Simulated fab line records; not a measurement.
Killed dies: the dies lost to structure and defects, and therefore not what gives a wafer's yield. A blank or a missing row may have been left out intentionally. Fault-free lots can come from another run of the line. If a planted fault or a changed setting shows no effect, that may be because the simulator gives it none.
Which tool is to blame? + flow sfqLine + 21 wafers from 7 lots sampled at 4 of the route's 325 steps

WHAT EACH GAUGE READ, for each wafer
SFQ_I2_BOW_MEAS_917.
| lot  | measured     | on           | I2_BOW (um) |
|------|--------------|--------------|-------------|
| L739 | day 26 16:38 | filmMetro-02 | 5 9 12      |
| L741 | day 28 16:38 | filmMetro-02 | 0 7 11      |
| L746 | day 36 17:17 | filmMetro-03 | -2 -2 4     |
| L748 | day 37 17:20 | filmMetro-04 | -1 9 17     |
| L753 | day 39 17:18 | filmMetro-04 | 21 2 20     |
| L756 | day 40 04:09 | filmMetro-04 | 4 11 19     |
| L760 | day 42 07:19 | filmMetro-02 | -8 -13 0    |

WHAT TOOL EACH LOT RAN ON (gives the tool, then ch and the chambers of the sampled wafers, and finally the start)
| lot  | SFQ_TRILAYER_M0_STRIP_STRIP_025  | SFQ_TRILAYER_I1_VIA_STRIP_STRIP_053 | SFQ_TRILAYER_M2_BARC_OPEN_METAL_ETCH_077 |
|------|----------------------------------|-------------------------------------|------------------------------------------|
| L739 | rieMetal-04 ch 0,1, day 13 00:16 | rieMetal-04 ch 0,1, day 26 07:52    | rieMetal-02 ch 0,1, day 26 11:14         |
| L741 | rieMetal-04 ch 0,1, day 14 04:15 | rieMetal-04 ch 0,1, day 28 09:07    | rieMetal-04 ch 0,1, day 28 12:36         |
| L746 | rieMetal-04 ch 0,1, day 16 04:22 | rieMetal-01 ch 1, day 29 17:31      | rieMetal-03 ch 0,1, day 36 03:07         |
| L748 | rieMetal-03 ch 0,1, day 16 15:49 | rieMetal-03 ch 0,1, day 30 13:02    | rieMetal-04 ch 0,1, day 37 02:14         |
| L753 | rieMetal-03 ch 0,1, day 18 06:08 | rieMetal-04 ch 0,1, day 32 03:48    | rieMetal-02 ch 0,1, day 38 16:05         |
| L756 | rieMetal-03 ch 0,1, day 19 06:16 | rieMetal-01 ch 0,1, day 33 20:35    | rieMetal-03 ch 0,1, day 39 17:35         |
| L760 | rieMetal-02 ch 0,1, day 21 22:15 | rieMetal-04 ch 0,1, day 36 04:36    | rieMetal-04 ch 0,1, day 42 03:13         |
- SFQ_TRILAYER_M0_STRIP_STRIP_025: strips in O2.
- SFQ_TRILAYER_I1_VIA_STRIP_STRIP_053: strips in O2.
- SFQ_TRILAYER_M2_BARC_OPEN_METAL_ETCH_077: etches BARC in O2, target depth 125 nm, time 41.7 s.

THE ANSWER, worked out from the rows above alone
Rule: usual is defined by the lots themselves. The widest of any qualifying gaps counts: lots, ordered by their means at a reading, are off when they make up no more than a third of the lots, leave a main group of 4 or more, and stand apart from it by 3 or more times the standard deviation of that group's means. A main group is skipped when, at the precision printed for the reading in the tables above, its means are all equal. Also off: a lot with no number at a reading for which 4 or more lots have one. The other lots that the step has rows for count as sound.
None of the lots is off at any reading shown; this tells nothing.

WHAT THE SIMULATOR PUT IN
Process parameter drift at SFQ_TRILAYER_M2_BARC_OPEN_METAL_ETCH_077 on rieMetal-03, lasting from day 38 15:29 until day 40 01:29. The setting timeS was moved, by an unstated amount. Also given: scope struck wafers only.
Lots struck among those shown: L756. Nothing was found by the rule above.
